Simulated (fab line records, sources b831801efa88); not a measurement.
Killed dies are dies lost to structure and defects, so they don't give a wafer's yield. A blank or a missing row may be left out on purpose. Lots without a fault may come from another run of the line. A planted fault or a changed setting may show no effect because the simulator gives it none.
Tool commonality check | flow sky130 | 12 lots, 36 wafers sampled

WHY IT WAS OPENED
At SKY_VT_ADJUST_HVTR_TW_MEAS_11 the reading VT_ADJUST_HVTR_TW is flagged on 3 of 12 lots. Wafers without a fault read 212.4, standard deviation 0.8.
Rule: a lot is flagged when every wafer of it that has a number lies more than 4 standard deviations from that mean, or none has a number. The other lots count as sound.

lot  | measured     | on            | VT_ADJUST_HVTR_TW, wafer by wafer | flag
L591 | day 9 10:44  | film_metro-04 | 210.4 211.5 211.5                 |
L592 | day 9 20:20  | film_metro-04 | 211.9 212.5 211.8                 |
L594 | day 10 19:37 | film_metro-04 | 212.3 213.2 213.2                 |
L600 | day 12 06:35 | film_metro-02 | 213.4 212.9 213.5                 |
L603 | day 13 04:26 | film_metro-01 | 212.0 212.3 212.2                 |
L604 | day 13 12:50 | film_metro-01 | 211.3 212.5 212.2                 |
L605 | day 13 19:55 | film_metro-01 | 211.6 211.3 213.3                 |
L607 | day 14 08:20 | film_metro-01 | 193.4 193.6 193.8                 | FLAGGED
L608 | day 14 15:40 | film_metro-04 | 195.3 194.5 195.7                 | FLAGGED
L609 | day 14 22:56 | film_metro-01 | 193.3 193.3 193.3                 | FLAGGED
L611 | day 15 14:05 | film_metro-04 | 212.7 212.8 212.5                 |
L614 | day 16 16:20 | film_metro-04 | 212.7 212.2 212.9                 |
The numbers of the flagged lots are 194.0 on average: -18.4 against the usual, or -23 standard deviations.

WHICH TOOL RAN EACH LOT
The record holds 2 process steps before the reading, out of a route of 708 steps. In each cell: the tool, then ch and the chambers that the sampled wafers went through, then the start.
lot  | flag    | SKY_VT_ADJUST_HVTR_IMPLANT_09   | SKY_VT_ADJUST_HVTR_STRIP_10
L591 |         | implanter-04 ch 0, day 9 10:31  | plasma_asher-03 ch 0,1, day 9 10:38
L592 |         | implanter-03 ch 0, day 9 20:07  | plasma_asher-04 ch 0,1, day 9 20:14
L594 |         | implanter-04 ch 0, day 10 19:23 | plasma_asher-04 ch 0,1, day 10 19:31
L600 |         | implanter-02 ch 0, day 12 06:22 | plasma_asher-02 ch 0,1, day 12 06:29
L603 |         | implanter-02 ch 0, day 13 04:13 | plasma_asher-04 ch 0,1, day 13 04:20
L604 |         | implanter-04 ch 0, day 13 12:36 | plasma_asher-03 ch 0,1, day 13 12:43
L605 |         | implanter-04 ch 0, day 13 19:40 | plasma_asher-04 ch 0,1, day 13 19:49
L607 | FLAGGED | implanter-04 ch 0, day 14 08:05 | plasma_asher-02 ch 0,1, day 14 08:14
L608 | FLAGGED | implanter-04 ch 0, day 14 15:25 | plasma_asher-02 ch 0,1, day 14 15:34
L609 | FLAGGED | implanter-04 ch 0, day 14 22:41 | plasma_asher-03 ch 0, day 14 22:50
L611 |         | implanter-03 ch 0, day 15 13:51 | plasma_asher-04 ch 0,1, day 15 13:58
L614 |         | implanter-03 ch 0, day 16 16:05 | plasma_asher-02 ch 0,1, day 16 16:14
What these steps do:
- SKY_VT_ADJUST_HVTR_IMPLANT_09
- SKY_VT_ADJUST_HVTR_STRIP_10: strips in O2/N2.
- SKY_VT_ADJUST_HVTR_TW_MEAS_11

FLAGGED OVER TOTAL, TOOL BY TOOL (the gauges that took the reading come last)
step                          | tool            | lots run | flagged | share of the flagged lots | sound lots run after its first flagged lot
SKY_VT_ADJUST_HVTR_IMPLANT_09 | implanter-02    | 2        | 0       | none                      | -
SKY_VT_ADJUST_HVTR_IMPLANT_09 | implanter-03    | 3        | 0       | none                      | -
SKY_VT_ADJUST_HVTR_IMPLANT_09 | implanter-04    | 7        | 3       | all                       | 0
SKY_VT_ADJUST_HVTR_STRIP_10   | plasma_asher-02 | 4        | 2       | some                      | 1 (L614)
SKY_VT_ADJUST_HVTR_STRIP_10   | plasma_asher-03 | 3        | 1       | some                      | 0
SKY_VT_ADJUST_HVTR_STRIP_10   | plasma_asher-04 | 5        | 0       | none                      | -
SKY_VT_ADJUST_HVTR_TW_MEAS_11 | film_metro-01   | 5        | 2       | some                      | 0
SKY_VT_ADJUST_HVTR_TW_MEAS_11 | film_metro-02   | 1        | 0       | none                      | -
SKY_VT_ADJUST_HVTR_TW_MEAS_11 | film_metro-04   | 6        | 1       | some                      | 2 (L611,L614)

WHAT THE TABLE ALLOWS
1 row of the table ran every flagged lot: implanter-04 at SKY_VT_ADJUST_HVTR_IMPLANT_09.
- implanter-04 at SKY_VT_ADJUST_HVTR_IMPLANT_09: 3 of its 7 lots flagged. Its last sound lot is L605 (day 13 19:40), its first flagged lot L607 (day 14 08:05): a fault that began between those two fits. Its own readings lie more than 4 standard deviations out on every wafer of the flagged lots: dose_ions_cm2, faraday_current_uA.
One tool is left: implanter-04 at SKY_VT_ADJUST_HVTR_IMPLANT_09.

WHAT THE SIMULATOR HAD PUT IN
Process parameter drift: implanter-04, from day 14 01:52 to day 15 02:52, at SKY_VT_ADJUST_HVTR_IMPLANT_09. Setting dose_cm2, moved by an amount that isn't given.
Lots struck among those shown: L607, L608, L609. The rule above found the same.
